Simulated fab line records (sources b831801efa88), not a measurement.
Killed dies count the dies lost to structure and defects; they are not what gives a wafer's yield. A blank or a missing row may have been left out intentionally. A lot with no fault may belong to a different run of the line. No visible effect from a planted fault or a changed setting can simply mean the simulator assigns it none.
Which tool did it? + flow sky130 + 37 wafers from 13 lots sampled at 5 of the route's 708 steps

## WHAT THE GAUGES READ, wafer by wafer
SKY_NWELL_OVL_MEAS_10.
| lot  | measured     | on         | NWELL_00_OVL (nm) |
|------|--------------|------------|-------------------|
| L913 | day 4 09:59  | overlay-01 | -1.4 -1.2 0.1     |
| L914 | day 4 20:47  | overlay-01 | 0.8 1.2 -0.5      |
| L915 | day 5 03:09  | overlay-02 | 0.7 0.6 -0.2      |
| L917 | day 5 10:38  | overlay-01 | -0.4 -0.3 0.6     |
| L918 | day 5 17:08  | overlay-02 | 1.4 1.1 -0.2      |
| L919 | day 6 00:47  | overlay-02 | -0.1 1.0 1.1      |
| L920 | day 6 08:28  | overlay-01 | 1.8 1.9 -0.1      |
| L922 | day 6 15:20  | overlay-01 | 1.3 -0.1 1.4      |
| L927 | day 7 22:34  | overlay-01 | 0.8 2.5           |
| L928 | day 8 05:52  | overlay-02 | 1.6 1.9           |
| L929 | day 8 12:41  | overlay-02 | -0.7 -0.5 -0.1    |
| L933 | day 9 19:54  | overlay-02 | 0.8 0.7 -0.2      |
| L936 | day 10 02:22 | overlay-01 | -1.0 -1.7 0.6     |

SKY_NWELL_OVL_MEAS_23.
| lot  | measured     | on         | NWELL_01_OVL (nm) |
|------|--------------|------------|-------------------|
| L913 | day 5 03:29  | overlay-01 | -1.2 -1.7 -0.1    |
| L914 | day 5 14:35  | overlay-02 | 0.2 -0.1 -0.9     |
| L915 | day 5 21:14  | overlay-01 | 1.0 2.8 1.9       |
| L917 | day 6 04:35  | overlay-01 | 2.0 0.9 1.7       |
| L918 | day 6 11:59  | overlay-01 | 0.9 -2.2 0.1      |
| L919 | day 6 19:56  | overlay-02 | 0.8 -0.8 -2.5     |
| L920 | day 7 03:14  | overlay-02 | 0.4 -1.9 -1.3     |
| L922 | day 7 10:35  | overlay-01 | -0.3 -1.5 -0.5    |
| L927 | day 8 19:34  | overlay-02 | 0.0 0.0           |
| L928 | day 9 03:18  | overlay-02 | -1.8 0.6          |
| L929 | day 9 10:10  | overlay-01 | 0.5 1.0 0.8       |
| L933 | day 10 18:24 | overlay-02 | -2.2 0.1 -1.7     |
| L936 | day 11 01:40 | overlay-02 | -2.4 -2.4 -0.4    |

## WHAT TOOL EACH LOT RAN ON (gives the tool, then ch and the chambers of the sampled wafers, and finally the start)
| lot  | SKY_FIELD_ISO_ETCH_14            | SKY_PWDE_COAT_02                | SKY_PWDE_STRIP_09                  |
|------|----------------------------------|---------------------------------|------------------------------------|
| L913 | rieDiel-03 ch 0,1,3, day 2 05:14 | lithoTrack-03 ch 0, day 3 10:20 | plasmaAsher-04 ch 0,1, day 3 18:28 |
| L914 | rieDiel-01 ch 0,1, day 2 10:01   | lithoTrack-01 ch 0, day 3 20:19 | plasmaAsher-01 ch 0,1, day 4 04:37 |
| L915 | rieDiel-01 ch 1,3, day 2 15:38   | lithoTrack-04 ch 0, day 4 01:05 | plasmaAsher-04 ch 0,1, day 4 09:59 |
| L917 | rieDiel-04 ch 0,2, day 3 00:59   | lithoTrack-04 ch 0, day 4 08:14 | plasmaAsher-02 ch 1, day 4 17:20   |
| L918 | rieDiel-03 ch 0,1,2, day 3 07:59 | lithoTrack-01 ch 0, day 4 15:41 | plasmaAsher-02 ch 0,1, day 4 23:56 |
| L919 | rieDiel-03 ch 0,1,3, day 3 12:38 | lithoTrack-03 ch 0, day 4 22:35 | plasmaAsher-04 ch 0,1, day 5 07:28 |
| L920 | rieDiel-01 ch 1,3, day 3 18:59   | lithoTrack-04 ch 0, day 5 04:25 | plasmaAsher-02 ch 0,1, day 5 13:50 |
| L922 | rieDiel-01 ch 1,3, day 4 03:58   | lithoTrack-01 ch 0, day 5 11:28 | plasmaAsher-04 ch 0,1, day 5 20:41 |
| L927 | rieDiel-04 ch 0,2, day 5 04:14   | lithoTrack-04 ch 0, day 6 17:26 | plasmaAsher-04 ch 1, day 7 02:48   |
| L928 | rieDiel-01 ch 0,1, day 5 12:49   | lithoTrack-04 ch 0, day 7 00:05 | plasmaAsher-04 ch 0,1, day 7 09:51 |
| L929 | rieDiel-04 ch 2,3, day 5 18:20   | lithoTrack-04 ch 0, day 7 05:46 | plasmaAsher-02 ch 0,1, day 7 16:08 |
| L933 | rieDiel-01 ch 0,1,3, day 6 12:58 | lithoTrack-01 ch 0, day 8 11:31 | plasmaAsher-04 ch 0,1, day 8 22:15 |
| L936 | rieDiel-04 ch 0,1,2, day 7 03:22 | lithoTrack-03 ch 0, day 8 17:33 | plasmaAsher-02 ch 0,1, day 9 04:41 |
- SKY_FIELD_ISO_ETCH_14: etches BARC in N2/H2, stops on SiO2, time 45.9 s, target depth 60 nm.
- SKY_PWDE_COAT_02: resist thk 3000 nm.
- SKY_PWDE_STRIP_09: strips in O2/N2.

## WHAT THE TOOLS THEMSELVES READ (means of the sampled wafers that have a number; where no wafer has one, the mark that the record gives instead)
SKY_FIELD_ISO_ETCH_14.
| lot  | tool       | biasW (W) | drypumpMotorCurrentA (A) | h2FlowSccm (sccm) | oesProductAu (a.u.) | throttleValvePct (%) |
|------|------------|-----------|--------------------------|-------------------|---------------------|----------------------|
| L913 | rieDiel-03 | 99.94     | 5.8                      | 200.5             | 0.850               | 13.224               |
| L914 | rieDiel-01 | 99.93     | 5.7                      | 200.0             | 0.857               | 13.224               |
| L915 | rieDiel-01 | 100.04    | 5.4                      | 200.3             | 0.849               | 13.219               |
| L917 | rieDiel-04 | 99.96     | 5.9                      | 200.2             | 0.857               | 13.218               |
| L918 | rieDiel-03 | 100.10    | 5.6                      | 199.7             | 0.853               | 13.223               |
| L919 | rieDiel-03 | 100.26    | 5.8                      | 199.8             | 0.851               | 13.218               |
| L920 | rieDiel-01 | 99.93     | 5.4                      | 200.5             | 0.855               | 13.232               |
| L922 | rieDiel-01 | 99.84     | 5.7                      | 199.4             | 0.853               | 13.226               |
| L927 | rieDiel-04 | 100.03    | 6.1                      | 199.9             | 0.861               | 13.216               |
| L928 | rieDiel-01 | 100.16    | 5.5                      | 200.4             | 0.851               | 13.225               |
| L929 | rieDiel-04 | 100.33    | 6.0                      | 199.1             | 0.856               | 13.219               |
| L933 | rieDiel-01 | 100.22    | 5.7                      | 199.4             | 0.853               | 13.233               |
| L936 | rieDiel-04 | 99.61     | 6.1                      | 199.5             | 0.852               | 13.223               |

SKY_PWDE_STRIP_09.
| lot  | tool           | drypumpMotorCurrentA (A) | oesProductAu (a.u.) | stripTimeToEndpointS (s) |
|------|----------------|--------------------------|---------------------|--------------------------|
| L913 | plasmaAsher-04 | 5.5                      | 0.721               | 36.94                    |
| L914 | plasmaAsher-01 | 6.1                      | 0.718               | 36.85                    |
| L915 | plasmaAsher-04 | 5.8                      | 0.729               | 36.82                    |
| L917 | plasmaAsher-02 | 5.1                      | 0.720               | 36.92                    |
| L918 | plasmaAsher-02 | 5.5                      | 0.725               | 36.90                    |
| L919 | plasmaAsher-04 | 5.5                      | 0.722               | 36.96                    |
| L920 | plasmaAsher-02 | 5.4                      | 0.718               | 36.77                    |
| L922 | plasmaAsher-04 | 5.4                      | 0.726               | 36.87                    |
| L927 | plasmaAsher-04 | 5.2                      | 0.724               | 25.77                    |
| L928 | plasmaAsher-04 | 5.6                      | 0.723               | 25.83                    |
| L929 | plasmaAsher-02 | 5.8                      | 0.720               | 29.50                    |
| L933 | plasmaAsher-04 | 5.5                      | 0.725               | 36.85                    |
| L936 | plasmaAsher-02 | 5.8                      | 0.720               | 36.84                    |

## THE ANSWER, worked out from the rows above alone
Rule: what is usual is taken from the lots themselves. The widest of any qualifying gaps counts: lots, ordered by their means at a reading, are off when they make up no more than a third of the lots, leave a main group of 4 or more, and stand apart from it by 3 or more times the standard deviation of that group's means. A main group whose means are all the same, to the digits that the tables above print for the reading, isn't used. A lot without any number at a reading at which 4 lots or more have one is off too. Any other lot the step has rows for is counted as sound. First the gauges in route order, then the tools' own readings, where a lot's mean is used as printed above. At the first step where some lot is off, the reading lying furthest off is the one used; lots without a number count as furthest.
Off at SKY_PWDE_STRIP_09 (stripTimeToEndpointS): L927, L928, L929. For the main group the mean is 36.87 s and the standard deviation 0.055.
A tool fits if, at that step or a process step before it, it ran every lot that is off, and no sound lot after the first of them. One fits: SKY_PWDE_COAT_02 on lithoTrack-04. A fault onset in the window from L920 (day 5 04:25, its last sound lot) to L927 (day 6 17:26, its first lot off) fits.

## WHAT THE SIMULATOR HAD PUT IN
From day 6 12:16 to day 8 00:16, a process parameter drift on lithoTrack-04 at SKY_PWDE_COAT_02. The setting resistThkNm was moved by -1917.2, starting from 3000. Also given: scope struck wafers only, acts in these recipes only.
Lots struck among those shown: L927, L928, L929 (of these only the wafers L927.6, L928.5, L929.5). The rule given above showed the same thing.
